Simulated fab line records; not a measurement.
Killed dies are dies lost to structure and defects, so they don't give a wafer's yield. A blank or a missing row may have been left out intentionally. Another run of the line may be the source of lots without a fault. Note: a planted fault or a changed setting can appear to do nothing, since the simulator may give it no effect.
Which of the tools did it?	flow sky130	13 lots, 39 wafers sampled, at 3 steps of a route of 708

WHAT THE GAUGES READ, wafer by wafer
SKY_SD_N_CD_MEAS_07: the cd target is 380 nm.
lot	measured	on	cd_nm (nm)
L875	day 27 21:26	cd_sem-02	381.8 380.6 380.9
L876	day 28 03:08	cd_sem-01	377.3 375.3 374.6
L879	day 28 23:03	cd_sem-02	381.7 381.2 380.1
L880	day 30 00:14	cd_sem-01	378.9 377.4 380.9
L882	day 30 11:52	cd_sem-01	379.6 380.6 377.7
L883	day 31 07:21	cd_sem-01	381.3 380.5 383.2
L885	day 31 20:27	cd_sem-02	384.0 383.7 382.7
L886	day 31 17:28	cd_sem-02	376.2 378.3 379.8
L884	day 31 20:32	cd_sem-01	379.5 380.5 381.5
L892	day 33 17:11	cd_sem-01	379.5 376.3 376.6
L893	day 33 21:04	cd_sem-01	379.6 377.0 376.5
L896	day 34 08:43	cd_sem-02	380.2 381.1 380.3
L897	day 35 02:53	cd_sem-02	377.7 380.6 380.6

SKY_LOCAL_INTERCONNECT_THK_MEAS_02: measures by xrf.
lot	measured	on	LOCAL_INTERCONNECT_TIN_THK (nm)
L875	day 29 05:04	film_metro-01	96.6 97.2 97.4
L876	day 29 10:17	film_metro-04	97.4 97.4 97.3
L879	day 30 06:16	film_metro-02	98.2 96.9 98.0
L880	day 31 06:43	film_metro-04	99.2 99.6 99.0
L882	day 31 18:25	film_metro-04	98.4 97.3 98.2
L883	day 32 13:28	film_metro-01	98.7 99.9 99.4
L885	day 33 02:34	film_metro-04	99.7 100.0 99.8
L886	day 32 23:40	film_metro-04	100.3 100.9 99.9
L884	day 33 02:56	film_metro-04	99.1 98.4 99.3
L892	day 34 23:13	film_metro-02	97.3 97.3 98.3
L893	day 35 02:57	film_metro-01	98.5 99.0 99.4
L896	day 35 14:43	film_metro-02	99.3 97.4 97.7
L897	day 36 07:56	film_metro-02	97.7 98.4 99.3

WHAT TOOL EACH LOT RAN ON (gives the tool, then ch and the chambers of the sampled wafers, and finally the start)
lot	SKY_VT_ADJUST_HVTR_STRIP_10
L875	plasma_asher-04 ch 0,1, day 9 07:04
L876	plasma_asher-04 ch 0,1, day 9 13:49
L879	plasma_asher-02 ch 0,1, day 10 15:16
L880	plasma_asher-03 ch 0,1, day 10 19:22
L882	plasma_asher-02 ch 0,1, day 11 15:35
L883	plasma_asher-02 ch 0, day 12 09:02
L885	plasma_asher-02 ch 0,1, day 12 20:01
L886	plasma_asher-04 ch 0,1, day 12 20:43
L884	plasma_asher-02 ch 0,1, day 12 21:49
L892	plasma_asher-04 ch 0,1, day 14 11:14
L893	plasma_asher-04 ch 0,1, day 15 01:07
L896	plasma_asher-04 ch 0,1, day 15 15:13
L897	plasma_asher-02 ch 0,1, day 16 09:41
- SKY_VT_ADJUST_HVTR_STRIP_10: strips in O2/N2.

AS READ BY THE TOOLS THEMSELVES (means over the sampled wafers that have a number; for cases with no such wafer, the mark the record gives instead)
SKY_VT_ADJUST_HVTR_STRIP_10.
lot	tool	drypump_motor_current_A (A)	oes_product_au (a.u.)	strip_time_to_endpoint_s (s)
L875	plasma_asher-04	5.6	0.718	14.16
L876	plasma_asher-04	5.3	0.714	14.17
L879	plasma_asher-02	4.9	0.717	14.18
L880	plasma_asher-03	5.9	0.715	14.12
L882	plasma_asher-02	5.0	0.715	14.12
L883	plasma_asher-02	5.0	0.714	14.11
L885	plasma_asher-02	5.0	0.739	13.62
L886	plasma_asher-04	5.3	0.712	14.15
L884	plasma_asher-02	4.9	0.722	13.90
L892	plasma_asher-04	5.6	0.716	14.15
L893	plasma_asher-04	5.3	0.715	14.15
L896	plasma_asher-04	5.3	0.720	14.21
L897	plasma_asher-02	5.0	0.715	14.12

THE ANSWER, worked out from the rows above alone
Rule: the lots themselves supply what counts as usual. The widest of any qualifying gaps counts: lots, ordered by their means at a reading, are off when they make up no more than a third of the lots, leave a main group of 4 or more, and stand apart from it by 3 or more times the standard deviation of that group's means. Not used: any main group whose means are identical at the precision the tables above print for the reading. A lot without any number at a reading at which 4 lots or more have one is off too. The other lots that the step has rows for count as sound. The gauges are gone through in route order, then the tools' own readings, and for those a lot's mean is taken as printed above. The first step at which some lot is off is used, and at that step the reading that is off furthest; a lot without a number counts as furthest.
Off, at SKY_VT_ADJUST_HVTR_STRIP_10 on strip_time_to_endpoint_s: L885, L884. Mean 14.15 s and standard deviation 0.029 in the main group.
If a tool, at that step or one of the process steps before it, ran each lot that is off and ran no sound lot following the first of them, it fits. None of those tried fits.

WHAT THE SIMULATOR HAD INSERTED
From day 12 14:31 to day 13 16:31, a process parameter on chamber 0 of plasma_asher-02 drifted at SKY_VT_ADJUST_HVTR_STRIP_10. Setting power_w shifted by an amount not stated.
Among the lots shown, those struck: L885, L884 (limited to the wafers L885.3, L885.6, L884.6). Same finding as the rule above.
